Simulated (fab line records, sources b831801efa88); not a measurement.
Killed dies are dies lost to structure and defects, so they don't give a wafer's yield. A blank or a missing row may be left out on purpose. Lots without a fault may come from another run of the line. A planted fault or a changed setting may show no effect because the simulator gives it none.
Which tool did it? | flow gf180mcu | 14 lots, 42 wafers sampled, at 4 steps of a route of 602

WHAT THE GAUGES READ, wafer by wafer
GF_M2_THK_MEAS_06: measures by xrf. Usual: M2_ALCU_THK 452 nm, standard deviation 4.8.
lot  | measured     | on            | M2_ALCU_THK (nm) | flag
L493 | day 18 04:25 | film_metro-03 | 439 435 441      |
L494 | day 18 19:04 | film_metro-01 | 456 455 451      |
L495 | day 19 05:14 | film_metro-01 | 456 457 449      |
L498 | day 20 12:13 | film_metro-03 | 452 446 452      |
L502 | day 21 18:59 | film_metro-02 | 449 455 451      |
L504 | day 22 21:20 | film_metro-02 | 452 452 450      |
L508 | day 23 22:33 | film_metro-02 | 452 449 457      |
L510 | day 24 12:50 | film_metro-01 | 455 450 456      |
L511 | day 24 16:37 | film_metro-03 | 451 447 452      |
L512 | day 25 08:23 | film_metro-02 | 449 450 447      |
L513 | day 25 10:59 | film_metro-02 | 452 455 456      |
L514 | day 25 16:53 | film_metro-03 | 452 453 450      |
L515 | day 26 02:02 | film_metro-02 | 458 457 448      |
L516 | day 26 08:02 | film_metro-02 | 450 455 444      |

WHICH TOOL RAN EACH LOT (tool, then ch and the chambers of the sampled wafers, then the start)
lot  | GF_MVPSD_STRIP_10                    | GF_CONTACT_ETCH_17                            | GF_M1_SPUTTER_00
L493 | plasma_asher-01 ch 0,1, day 5 01:36  | rie_diel-02 ch 1,2,3, day 16 03:03 or earlier | pvd_sputter-03, day 16 03:03
L494 | plasma_asher-02 ch 0,1, day 5 08:51  | rie_diel-03 ch 0,3, day 16 17:04 or earlier   | pvd_sputter-02, day 16 17:04
L495 | plasma_asher-04 ch 0,1, day 5 15:10  | rie_diel-02 ch 2,3, day 17 02:41 or earlier   | pvd_sputter-03, day 17 02:41
L498 | plasma_asher-01 ch 0,1, day 6 10:46  | rie_diel-02 ch 0,3, day 18 07:37 or earlier   | pvd_sputter-02, day 18 07:37
L502 | plasma_asher-04 ch 0,1, day 7 08:54  | rie_diel-03 ch 0,3, day 19 15:37 or earlier   | pvd_sputter-04, day 19 15:37
L504 | plasma_asher-04 ch 0, day 7 17:31    | rie_diel-04 ch 1,2, day 20 07:14 or earlier   | pvd_sputter-04, day 20 07:14
L508 | plasma_asher-02 ch 0,1, day 8 20:30  | rie_diel-02 ch 0,1, day 21 21:11 or earlier   | pvd_sputter-02, day 21 21:11
L510 | plasma_asher-02 ch 0,1, day 9 06:55  | rie_diel-03 ch 0,1,2, day 22 11:49 or earlier | pvd_sputter-04, day 22 11:49
L511 | plasma_asher-01 ch 0,1, day 9 12:55  | rie_diel-03 ch 0,2,3, day 22 16:10 or earlier | pvd_sputter-04, day 22 16:10
L512 | plasma_asher-01 ch 0,1, day 9 23:39  | rie_diel-02 ch 0,1,2, day 23 07:55 or earlier | pvd_sputter-03, day 23 07:55
L513 | plasma_asher-01 ch 0, day 10 01:43   | rie_diel-03 ch 0,3, day 23 11:19 or earlier   | pvd_sputter-03, day 23 11:19
L514 | plasma_asher-01 ch 0,1, day 10 06:17 | rie_diel-03 ch 1,2,3, day 23 17:10 or earlier | pvd_sputter-04, day 23 17:10
L515 | plasma_asher-04 ch 0,1, day 10 13:09 | rie_diel-04 ch 0,1,2, day 24 03:52 or earlier | pvd_sputter-02, day 24 03:52
L516 | plasma_asher-02 ch 0,1, day 10 20:25 | rie_diel-04 ch 1,2, day 24 09:40 or earlier   | pvd_sputter-02, day 24 09:40
- GF_MVPSD_STRIP_10: strips in O2/N2.
- GF_CONTACT_ETCH_17: etches SiO2 in C4F8/O2/Ar, stops on CoSi2, target depth 860 nm.
- GF_M1_SPUTTER_00: material Ti, target thk 37.5 nm, time 150 s.

WHAT THE TOOLS THEMSELVES READ (means of the sampled wafers that have a number; where no wafer has one, the mark that the record gives instead)
GF_MVPSD_STRIP_10. Usual: drypump_motor_current_A 5.7 A, standard deviation 0.39; heater_power_w 357 W, standard deviation 26; oes_product_au 0.723 a.u., standard deviation 0.0048; strip_time_to_endpoint_s 36.96 s, standard deviation 0.1.
lot  | tool            | drypump_motor_current_A (A) | heater_power_w (W) | oes_product_au (a.u.) | strip_time_to_endpoint_s (s) | flag
L493 | plasma_asher-01 | 5.6                         | 334                | 0.719                 | 36.94                        |
L494 | plasma_asher-02 | 5.8                         | 368                | 0.724                 | 36.98                        |
L495 | plasma_asher-04 | 5.5                         | 371                | 0.725                 | 36.97                        |
L498 | plasma_asher-01 | 5.9                         | 323                | 0.727                 | 36.88                        |
L502 | plasma_asher-04 | 5.5                         | 369                | 0.725                 | 37.02                        |
L504 | plasma_asher-04 | 5.5                         | 370                | 0.721                 | 36.94                        |
L508 | plasma_asher-02 | 5.8                         | 393                | 0.724                 | 36.81                        |
L510 | plasma_asher-02 | 5.8                         | 391                | 0.722                 | 36.98                        |
L511 | plasma_asher-01 | 5.9                         | 326                | 0.727                 | 37.21                        |
L512 | plasma_asher-01 | 5.9                         | 322                | 0.723                 | 37.14                        |
L513 | plasma_asher-01 | 5.1                         | 338                | 0.720                 | 37.04                        |
L514 | plasma_asher-01 | 5.9                         | 324                | 0.724                 | 36.93                        |
L515 | plasma_asher-04 | 5.5                         | 372                | 0.725                 | 36.95                        |
L516 | plasma_asher-02 | 5.9                         | 384                | 0.725                 | 36.89                        |

GF_CONTACT_ETCH_17. Usual: oes_product_au 0.815 a.u., standard deviation 0.0046.
lot  | tool        | oes_product_au (a.u.) | flag
L493 | rie_diel-02 | 0.812                 |
L494 | rie_diel-03 | 0.816                 |
L495 | rie_diel-02 | 0.814                 |
L498 | rie_diel-02 | 0.818                 |
L502 | rie_diel-03 | 0.814                 |
L504 | rie_diel-04 | 0.816                 |
L508 | rie_diel-02 | 0.812                 |
L510 | rie_diel-03 | 0.813                 |
L511 | rie_diel-03 | 0.816                 |
L512 | rie_diel-02 | 0.812                 |
L513 | rie_diel-03 | 0.818                 |
L514 | rie_diel-03 | 0.818                 |
L515 | rie_diel-04 | 0.817                 |
L516 | rie_diel-04 | 0.813                 |

GF_M1_SPUTTER_00. Usual: throttle_valve_pct 29.9 %, standard deviation 0.9.
lot  | tool           | throttle_valve_pct (%) | flag
L493 | pvd_sputter-03 | 30.8                   |
L494 | pvd_sputter-02 | 30.1                   |
L495 | pvd_sputter-03 | 30.1                   |
L498 | pvd_sputter-02 | 29.2                   |
L502 | pvd_sputter-04 | 31.0                   |
L504 | pvd_sputter-04 | 30.1                   |
L508 | pvd_sputter-02 | 30.2                   |
L510 | pvd_sputter-04 | 30.5                   |
L511 | pvd_sputter-04 | 30.3                   |
L512 | pvd_sputter-03 | 29.4                   |
L513 | pvd_sputter-03 | 30.0                   |
L514 | pvd_sputter-04 | 29.2                   |
L515 | pvd_sputter-02 | 29.8                   |
L516 | pvd_sputter-02 | 30.0                   |

THE ANSWER, worked out from the rows above alone
Rule: a lot is off if the mean of its wafers that have a number lies more than 3 standard deviations from the usual mean. A lot without any number at a reading at which 4 lots or more have one is off too. The other lots that the step has rows for count as sound. The gauges are gone through in route order, then the tools' own readings, and for those a lot's mean is taken as printed above. The first step at which some lot is off is used, and at that step the reading that is off furthest; a lot without a number counts as furthest.
No lot is off at any reading shown: from this, nothing can be told.

WHAT THE SIMULATOR HAD PUT IN
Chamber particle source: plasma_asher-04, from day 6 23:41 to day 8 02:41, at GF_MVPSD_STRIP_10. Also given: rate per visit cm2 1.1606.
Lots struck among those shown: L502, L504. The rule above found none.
